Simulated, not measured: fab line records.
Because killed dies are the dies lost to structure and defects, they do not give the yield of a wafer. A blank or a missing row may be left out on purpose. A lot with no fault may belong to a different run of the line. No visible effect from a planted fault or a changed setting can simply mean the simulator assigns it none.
Which of the tools did it? | flow sky130 | 18 wafers sampled from 6 lots at 1 step of a route of 708

## WHAT THE GAUGES SHOWED, per wafer
SKY_VIA3_OVL_MEAS_13.
lot  | measured     | on         | VIA3_OVL (nm)
L770 | day 40 00:56 | overlay-01 | 9 12 6
L772 | day 41 00:44 | overlay-01 | 15 12 15
L778 | day 42 14:05 | overlay-01 | 3 14 12
L781 | day 44 05:18 | overlay-02 | -1 3 -6
L786 | day 44 13:11 | overlay-01 | 5 17 10
L792 | day 46 04:07 | overlay-02 | 4 6 5

## WHICH TOOL RAN EACH LOT (tool, then ch and the chambers of the sampled wafers, then the start)
No process step before these readings appears in the record.

## THE ANSWER, worked out from the rows above alone
Rule: the usual values come from the lots themselves. Put in order of their means at a reading, lots are off if they are a third of the lots or fewer, leave a main group of 4 or more, and stand apart from it by a gap of 3 or more times the standard deviation of the main group's means; of several such gaps the widest counts. A main group whose means are all the same, to the digits that the tables above print for the reading, isn't used. A lot without any number at a reading at which 4 lots or more have one is off too. The other lots that the step has rows for count as sound.
Nothing can be told from this: no lot is off at any reading shown.

## WHAT THE SIMULATOR HAD PUT IN
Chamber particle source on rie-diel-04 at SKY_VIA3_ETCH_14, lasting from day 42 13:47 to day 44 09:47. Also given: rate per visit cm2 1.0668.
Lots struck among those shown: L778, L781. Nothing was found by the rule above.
